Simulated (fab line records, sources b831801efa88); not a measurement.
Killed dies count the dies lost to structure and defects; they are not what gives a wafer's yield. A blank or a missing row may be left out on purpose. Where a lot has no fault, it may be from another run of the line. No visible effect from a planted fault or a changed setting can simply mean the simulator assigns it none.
One fault through the eyes of 2 desks ; flow sfqLine ; only its own numbers are on each desk; what lay behind them is given at the end

## THE TOOL OWNER'S DESK: lithoTrack-03
The tool's own readings at SFQ_TRILAYER_M8_LITHO_COAT_193 (resist thk 600 nm): means of the sampled wafers that have a number, for each lot that ran on this tool. The brackets show how far a lot's mean lies from the usual mean; more than 4 standard deviations puts the lot out of limits, marked OUT.
Columns: A = chillPlateTempC at SFQ_TRILAYER_M8_LITHO_COAT_193, usual 22.97 C
lot;first seen here;A
L628;day 68 20:00;22.83
L634;day 74 03:00;22.95
L643;day 80 15:00;22.93
L644;day 80 19:00;22.90
L645;day 80 21:00;22.92
Result from this desk: across the 5 lots, nothing is out of limits.

## METROLOGY DESK
What the gauges read, lot by lot, whatever tool the lot ran on: means of the sampled wafers that have a number. The brackets show how far a lot's mean lies from the usual mean; more than 4 standard deviations puts the lot out of limits, marked OUT.
Columns: A = I7_OVL at SFQ_I7_OVL_MEAS_947, usual -1 nm; B = M8_OVL at SFQ_M8_OVL_MEAS_948, usual -1 nm
lot;first seen here;A;B
L628;day 68 18:21;-4;0
L634;day 74 01:10;2;2
L643;day 80 13:08;-0;-4
L644;day 80 17:55;5;-5
L645;day 80 19:07;1;-0
L650;day 83 04:52;-5;2
L651;day 83 06:44;11;1
Result from this desk: across the 7 lots, nothing is out of limits.

## PUT TOGETHER
The tool owner's desk saw nothing out of limits.
Nothing out of limits was seen by the metrology desk.

## WHAT HAD BEEN PUT IN BY THE SIMULATOR
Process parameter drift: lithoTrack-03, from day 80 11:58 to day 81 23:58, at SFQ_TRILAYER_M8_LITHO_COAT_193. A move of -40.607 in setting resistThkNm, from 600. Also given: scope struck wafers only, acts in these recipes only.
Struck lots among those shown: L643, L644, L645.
